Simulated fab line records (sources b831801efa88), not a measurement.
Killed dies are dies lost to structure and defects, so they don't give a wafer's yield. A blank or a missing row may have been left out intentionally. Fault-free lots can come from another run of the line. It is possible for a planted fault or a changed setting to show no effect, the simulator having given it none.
Which tool did it? :: flow sky130 :: 15 lots with 43 wafers sampled at 3 steps, on a route of 708 steps

== WHAT THE GAUGES READ, wafer by wafer ==
SKY_DNWELL_TW_MEAS_09.
lot: L297
measured: day 3 05:43
on: film-metro-01
DNWELL_TW: 1113 1113 1108

lot: L298
measured: day 3 09:28
on: film-metro-02
DNWELL_TW: 1112 1112 1111

lot: L300
measured: day 3 21:08
on: film-metro-01
DNWELL_TW: 1108 1107 1111

lot: L301
measured: day 4 03:09
on: film-metro-03
DNWELL_TW: 1142 1137 1134

lot: L302
measured: day 4 06:20
on: film-metro-02
DNWELL_TW: 1104 1099 1104

lot: L303
measured: day 4 12:41
on: film-metro-03
DNWELL_TW: 1130 1129 1129

lot: L304
measured: day 4 18:29
on: film-metro-01
DNWELL_TW: 1120 1124 1126

lot: L305
measured: day 5 01:05
on: film-metro-02
DNWELL_TW: 1107 1105 1106

lot: L307
measured: day 5 10:14
on: film-metro-03
DNWELL_TW: 1126 1129 1132

lot: L308
measured: day 5 14:27
on: film-metro-01
DNWELL_TW: 514 1130 1122

lot: L310
measured: day 6 05:57
on: film-metro-01
DNWELL_TW: 1146 1135 1137

lot: L311
measured: day 6 11:01
on: film-metro-02
DNWELL_TW: 514 1102

lot: L314
measured: day 7 00:06
on: film-metro-01
DNWELL_TW: 527 1134

lot: L318
measured: day 8 02:31
on: film-metro-03
DNWELL_TW: 1147 1142 1139

lot: L320
measured: day 8 15:26
on: film-metro-01
DNWELL_TW: 1123 1131 1131

SKY_NWELL_RS_MEAS_29: uses a four-point probe to measure.
lot: L297
measured: day 5 08:59
on: film-metro-01
NWELL_RS (ohm/sq): 626.7 623.0 623.3

lot: L298
measured: day 5 13:32
on: film-metro-01
NWELL_RS (ohm/sq): 626.1 623.4 623.7

lot: L300
measured: day 6 01:09
on: film-metro-02
NWELL_RS (ohm/sq): 623.6 623.6 623.2

lot: L301
measured: day 6 08:34
on: film-metro-03
NWELL_RS (ohm/sq): 625.7 624.7 622.4

lot: L302
measured: day 6 11:47
on: film-metro-02
NWELL_RS (ohm/sq): 625.5 626.4 626.4

lot: L303
measured: day 6 18:03
on: film-metro-02
NWELL_RS (ohm/sq): 624.8 625.9 624.7

lot: L304
measured: day 7 02:35
on: film-metro-01
NWELL_RS (ohm/sq): 624.0 622.3 622.4

lot: L305
measured: day 7 08:20
on: film-metro-01
NWELL_RS (ohm/sq): 622.9 624.6 623.7

lot: L307
measured: day 7 19:35
on: film-metro-03
NWELL_RS (ohm/sq): 624.2 623.5 623.8

lot: L308
measured: day 7 23:22
on: film-metro-03
NWELL_RS (ohm/sq): 624.6 624.2 622.7

lot: L310
measured: day 8 18:34
on: film-metro-02
NWELL_RS (ohm/sq): 624.2 622.5 622.1

lot: L311
measured: day 8 23:41
on: film-metro-03
NWELL_RS (ohm/sq): 625.4 626.2

lot: L314
measured: day 9 15:34
on: film-metro-03
NWELL_RS (ohm/sq): 626.2 626.9

lot: L318
measured: day 10 20:35
on: film-metro-02
NWELL_RS (ohm/sq): 624.0 623.6 625.3

lot: L320
measured: day 11 12:21
on: film-metro-03
NWELL_RS (ohm/sq): 625.1 624.2 625.0

== TOOL THAT RAN EACH LOT (tool first, then ch and the chambers of the sampled wafers, then the start) ==
lot: L297
SKY_DNWELL_DEVELOP_06: litho-track-04 ch 0, day 3 04:00

lot: L298
SKY_DNWELL_DEVELOP_06: litho-track-02 ch 0, day 3 09:00

lot: L300
SKY_DNWELL_DEVELOP_06: litho-track-04 ch 0, day 3 20:00

lot: L301
SKY_DNWELL_DEVELOP_06: litho-track-02 ch 0, day 4 02:00

lot: L302
SKY_DNWELL_DEVELOP_06: litho-track-03 ch 0, day 4 05:00

lot: L303
SKY_DNWELL_DEVELOP_06: litho-track-04 ch 0, day 4 12:00

lot: L304
SKY_DNWELL_DEVELOP_06: litho-track-03 ch 0, day 4 18:00

lot: L305
SKY_DNWELL_DEVELOP_06: litho-track-02 ch 0, day 5 00:00

lot: L307
SKY_DNWELL_DEVELOP_06: litho-track-04 ch 0, day 5 09:00

lot: L308
SKY_DNWELL_DEVELOP_06: litho-track-02 ch 0, day 5 14:00

lot: L310
SKY_DNWELL_DEVELOP_06: litho-track-04 ch 0, day 6 05:00

lot: L311
SKY_DNWELL_DEVELOP_06: litho-track-02 ch 0, day 6 10:00

lot: L314
SKY_DNWELL_DEVELOP_06: litho-track-02 ch 0, day 6 23:00

lot: L318
SKY_DNWELL_DEVELOP_06: litho-track-03 ch 0, day 8 02:00

lot: L320
SKY_DNWELL_DEVELOP_06: litho-track-04 ch 0, day 8 15:00
- SKY_DNWELL_DEVELOP_06: develop time 60 s.

== WHAT THE TOOLS THEMSELVES READ (means of the sampled wafers that have a number; where no wafer has one, the mark that the record gives instead) ==
SKY_DNWELL_DEVELOP_06.
lot: L297
tool: litho-track-04
exhaust-pa (Pa): 44.3

lot: L298
tool: litho-track-02
exhaust-pa (Pa): 45.6

lot: L300
tool: litho-track-04
exhaust-pa (Pa): 44.2

lot: L301
tool: litho-track-02
exhaust-pa (Pa): 45.1

lot: L302
tool: litho-track-03
exhaust-pa (Pa): 45.6

lot: L303
tool: litho-track-04
exhaust-pa (Pa): 45.1

lot: L304
tool: litho-track-03
exhaust-pa (Pa): 44.5

lot: L305
tool: litho-track-02
exhaust-pa (Pa): 43.9

lot: L307
tool: litho-track-04
exhaust-pa (Pa): 45.5

lot: L308
tool: litho-track-02
exhaust-pa (Pa): 46.2

lot: L310
tool: litho-track-04
exhaust-pa (Pa): 45.2

lot: L311
tool: litho-track-02
exhaust-pa (Pa): 44.7

lot: L314
tool: litho-track-02
exhaust-pa (Pa): 43.8

lot: L318
tool: litho-track-03
exhaust-pa (Pa): 45.3

lot: L320
tool: litho-track-04
exhaust-pa (Pa): 44.8

== THE ANSWER, worked out from the rows above alone ==
Rule: usual is defined by the lots themselves. The widest of any qualifying gaps counts: lots, ordered by their means at a reading, are off when they make up no more than a third of the lots, leave a main group of 4 or more, and stand apart from it by 3 or more times the standard deviation of that group's means. If all means in a main group match to the digits the tables above print for the reading, that group is not used. A lot without any number at a reading at which 4 lots or more have one is off too. All remaining lots with rows at the step are treated as sound. The gauges are gone through in route order, then the tools' own readings, and for those a lot's mean is taken as printed above. At the first step where some lot is off, the reading lying furthest off is the one used; lots without a number count as furthest.
Off: at SKY_DNWELL_TW_MEAS_09 (DNWELL_TW), L308, L311, L314. The main group: mean 1122, standard deviation 13.
If a tool, at a process step before that reading, ran all the lots that are off and no sound lot after the first of them, it fits. Gauges at SKY_DNWELL_TW_MEAS_09: tried the same way as those tools. One candidate fits, namely litho-track-02 at SKY_DNWELL_DEVELOP_06. A fault onset in the window from L305 (day 5 00:00, its last sound lot) to L308 (day 5 14:00, its first lot off) fits.

== WHAT THE SIMULATOR HAD PUT IN ==
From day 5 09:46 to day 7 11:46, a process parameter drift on litho-track-02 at SKY_DNWELL_DEVELOP_06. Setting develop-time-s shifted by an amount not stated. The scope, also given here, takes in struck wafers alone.
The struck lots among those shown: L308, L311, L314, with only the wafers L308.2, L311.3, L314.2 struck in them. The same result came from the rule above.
